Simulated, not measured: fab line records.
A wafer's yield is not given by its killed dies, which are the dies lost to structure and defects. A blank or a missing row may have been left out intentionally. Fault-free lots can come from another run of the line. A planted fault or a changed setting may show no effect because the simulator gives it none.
Problem report, 8D (eight disciplines) form, completed by code | flow gf180mcu | the parts of the form that need people (team, actions taken, sign-off) are left out

== 1. PROBLEM STATEMENT ==
runLengthS at GF_STI_WET_ETCH_26 reads a mean of 83 s on 3 wafers of 1 lot; wafers without a fault read 216 s with a standard deviation of 3.8. That puts it -35 standard deviations away from the usual mean.
The step: etches SiO2 in dHF, target depth 94 nm, time 188 s.
The first sign was on wafer L516.1 at day 4 18:35, on wetBench-04. At this step, 15 wafers from 5 lots have a number in the record. Rule for "out", or "out of limits": more than 4 standard deviations from the usual mean. Any other wafer with a number is counted as sound.

== 2. WHAT IT IS AND WHAT IT IS NOT ==
question                    | is                     | is not
which readings at this step | runLengthS             | -
which lots                  | L516                   | L505, L525, L526, L527
which wafers of those lots  | all that have a number | -
read on which tools         | wetBench-04            | wetBench-03
when                        | from day 4 18:35       | up to then (3 sound wafers); but 9 sound wafers of L525, L526, L527 came after

== 3. THE SUSPECTS, EACH WITH WHAT RULES IT OUT ==
Counting: any tool at a process step up to the reading is kept as a suspect provided that every lot that is out went through it and no sound lot did after the first of them.
- rieSi-01 at GF_STI_ETCH_14 (etches Si in HBr/Cl2/O2, target depth 360 nm, time 102.9 s): ruled out as a lasting fault. After its first lot that is out, L516 (day 4 15:28), sound lots L527 ran on it.
- plasmaAsher-04 at GF_STI_STRIP_15 (strips in O2/N2): kept. It ran the lot that is out, L516 (day 4 15:32), and no sound lot after that.
- cmp-01 at GF_STI_CMP_25 (polishes, stops on Si3N4, t overpolish 33 s, target thk 524.6 nm): ruled out as a lasting fault. After its first lot that is out, L516 (day 4 18:17), sound lots L526 ran on it.
- wetBench-04 at GF_STI_WET_ETCH_26 (etches SiO2 in dHF, target depth 94 nm, time 188 s): ruled out as a lasting fault. After its first lot that is out, L516 (day 4 18:35), sound lots L526, L527 ran on it.
After counting, what remains is plasmaAsher-04 at GF_STI_STRIP_15.

== 4. THE CAUSE (what the simulator had put in) ==
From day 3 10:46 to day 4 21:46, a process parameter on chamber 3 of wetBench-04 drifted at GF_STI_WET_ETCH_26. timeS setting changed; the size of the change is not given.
Counting ruled it out, wrongly.

== 5. SEQUENCE OF EFFECTS, ordered by route ==
Each row: a reading whose mean over the struck wafers that have a number lies more than 3 standard deviations from the usual. Scope: only readings with a usual standard deviation given in the record; hours: median across lots of the time from each lot's start at the first step in this table that gives one to its start at this step; sigmas: change in usual standard deviations.
hours | step               | reading    | usual | on struck wafers | change | sigmas
0     | GF_STI_WET_ETCH_26 | runLengthS | 216 s | 83               | -133   | -35
Here are the process steps it includes:
- GF_STI_WET_ETCH_26: etches SiO2 in dHF, target depth 94 nm, time 188 s.
Later steps that measure or inspect, where all struck wafers having a row at the step show a number for every such reading and not one has moved that far: GF_STI_THK_MEAS_30, GF_DNWELL_TW_MEAS_09, GF_NWELL_OVL_MEAS_07, GF_NWELL_TW_MEAS_11.

== 6. WHAT WOULD HAVE CAUGHT IT SOONER ==
In this record the first reading out of limits was taken at day 4 18:35, 32 hours after the fault began at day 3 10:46.
